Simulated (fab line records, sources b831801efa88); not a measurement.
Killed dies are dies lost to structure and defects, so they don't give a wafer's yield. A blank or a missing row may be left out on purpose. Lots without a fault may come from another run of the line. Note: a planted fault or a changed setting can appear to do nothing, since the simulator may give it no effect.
Which tool did it?    flow sky130    39 wafers from 13 lots sampled at 4 of the route's 708 steps

## WHAT THE GAUGES SHOWED, per wafer
SKY_LOCAL_INTERCONNECT_CD_MEAS_11: the cd target is 170 nm.
lot   measured      on         cd-nm (nm)
L527  day 30 14:21  cd-sem-01  170.4 168.7 169.6
L528  day 30 19:54  cd-sem-02  173.4 171.9 171.6
L529  day 30 20:53  cd-sem-02  171.4 170.2 170.5
L532  day 32 08:30  cd-sem-01  171.4 170.6 172.1
L533  day 32 11:16  cd-sem-02  169.5 170.9 169.2
L539  day 34 02:26  cd-sem-01  170.5 171.4 171.7
L544  day 36 09:09  cd-sem-01  168.2 169.3 170.4
L546  day 36 10:01  cd-sem-01  171.7 171.1 170.9
L545  day 36 11:19  cd-sem-01  170.0 170.3 170.1
L547  day 36 14:13  cd-sem-01  172.0 170.5 169.3
L548  day 37 03:30  cd-sem-02  169.6 169.6 170.1
L549  day 37 07:54  cd-sem-01  170.9 170.2 169.9
L550  day 37 16:11  cd-sem-02  173.5 174.0 174.3

SKY_METAL1_OVL_MEAS_16.
lot   measured      on          METAL1_OVL (nm)
L527  day 32 23:39  overlay-01  -1 -1 -3
L528  day 33 06:09  overlay-01  5 1 -2
L529  day 33 06:34  overlay-01  3 -1 -1
L532  day 34 17:01  overlay-02  -2 4 3
L533  day 34 20:35  overlay-01  5 1 8
L539  day 36 09:49  overlay-02  4 2 1
L544  day 38 15:52  overlay-02  2 -6 -6
L546  day 38 16:46  overlay-02  0 -4 -10
L545  day 38 17:40  overlay-01  -3 -6 1
L547  day 38 20:47  overlay-01  2 5 4
L548  day 39 08:16  overlay-02  -4 0 3
L549  day 39 14:15  overlay-01  -2 -2 3
L550  day 39 21:07  overlay-02  -3 1 5

## WHAT TOOL EACH LOT RAN ON (gives the tool, then ch and the chambers of the sampled wafers, and finally the start)
lot   SKY_CONTACT_CVD_00               SKY_METAL1_SPUTTER_03
L527  pecvd-04 ch 1,2, day 30 15:13    pvd-sputter-02, day 31 20:29
L528  pecvd-01 ch 1,2, day 30 20:46    pvd-sputter-04, day 32 02:24
L529  pecvd-04 ch 0,2, day 30 21:44    pvd-sputter-01, day 32 03:23
L532  pecvd-01 ch 0,1,2, day 32 09:22  pvd-sputter-02, day 33 15:09
L533  pecvd-04 ch 1,2, day 32 12:07    pvd-sputter-04, day 33 17:28
L539  pecvd-01 ch 0,1, day 34 03:16    pvd-sputter-04, day 35 07:27
L544  pecvd-03 ch 0,1,2, day 36 10:01  pvd-sputter-01, day 37 14:13
L546  pecvd-01 ch 0,1, day 36 10:52    pvd-sputter-01, day 37 15:28
L545  pecvd-04 ch 1,2, day 36 12:10    pvd-sputter-02, day 37 16:25
L547  pecvd-03 ch 0,1,2, day 36 15:02  pvd-sputter-02, day 37 19:16
L548  pecvd-01 ch 1,2, day 37 04:22    pvd-sputter-04, day 38 07:44
L549  pecvd-03 ch 0,1, day 37 11:29    pvd-sputter-04, day 38 14:03
L550  pecvd-01 ch 0,1,2, day 37 17:03  pvd-sputter-01, day 38 20:10
- SKY_CONTACT_CVD_00: deposits Si3N4, target thk 75 nm.
- SKY_METAL1_SPUTTER_03: material Ti, target thk 5 nm, time 3.3 s.

## AS READ BY THE TOOLS THEMSELVES (means over the sampled wafers that have a number; for cases with no such wafer, the mark the record gives instead)
SKY_CONTACT_CVD_00.
lot   tool      heater-power-w (W)
L527  pecvd-04  741
L528  pecvd-01  700
L529  pecvd-04  768
L532  pecvd-01  654
L533  pecvd-04  798
L539  pecvd-01  628
L544  pecvd-03  803
L546  pecvd-01  644
L545  pecvd-04  788
L547  pecvd-03  788
L548  pecvd-01  581
L549  pecvd-03  807
L550  pecvd-01  636

SKY_METAL1_SPUTTER_03.
lot   tool            cathode-dc-power-W (W)  throttle-valve-pct (%)
L527  pvd-sputter-02  2999.9                  29.7
L528  pvd-sputter-04  2999.7                  30.6
L529  pvd-sputter-01  2999.8                  29.2
L532  pvd-sputter-02  3000.1                  29.8
L533  pvd-sputter-04  2999.9                  30.7
L539  pvd-sputter-04  2910.4                  30.8
L544  pvd-sputter-01  2999.9                  29.8
L546  pvd-sputter-01  2999.9                  29.2
L545  pvd-sputter-02  3000.1                  30.2
L547  pvd-sputter-02  3000.1                  30.0
L548  pvd-sputter-04  3000.4                  30.1
L549  pvd-sputter-04  3000.6                  30.2
L550  pvd-sputter-01  3000.2                  29.2

## THE ANSWER, worked out from the rows above alone
Rule: what is usual is taken from the lots themselves. Put in order of their means at a reading, lots are off if they are a third of the lots or fewer, leave a main group of 4 or more, and stand apart from it by a gap of 3 or more times the standard deviation of the main group's means; of several such gaps the widest counts. If all means in a main group match to the digits the tables above print for the reading, that group is not used. A lot without any number at a reading at which 4 lots or more have one is off too. The other lots that the step has rows for count as sound. Order of review: gauges by route order, followed by the tools' own readings, for which a lot's mean as printed above is used. At the first step where some lot is off, the reading lying furthest off is the one used; lots without a number count as furthest.
Off: L539 (SKY_METAL1_SPUTTER_03, cathode-dc-power-W). Mean 3000.1 W and standard deviation 0.25 in the main group.
If a tool, at that step or one of the process steps before it, ran each lot that is off and ran no sound lot following the first of them, it fits. None of those tried fits.

## WHAT HAD BEEN PUT IN BY THE SIMULATOR
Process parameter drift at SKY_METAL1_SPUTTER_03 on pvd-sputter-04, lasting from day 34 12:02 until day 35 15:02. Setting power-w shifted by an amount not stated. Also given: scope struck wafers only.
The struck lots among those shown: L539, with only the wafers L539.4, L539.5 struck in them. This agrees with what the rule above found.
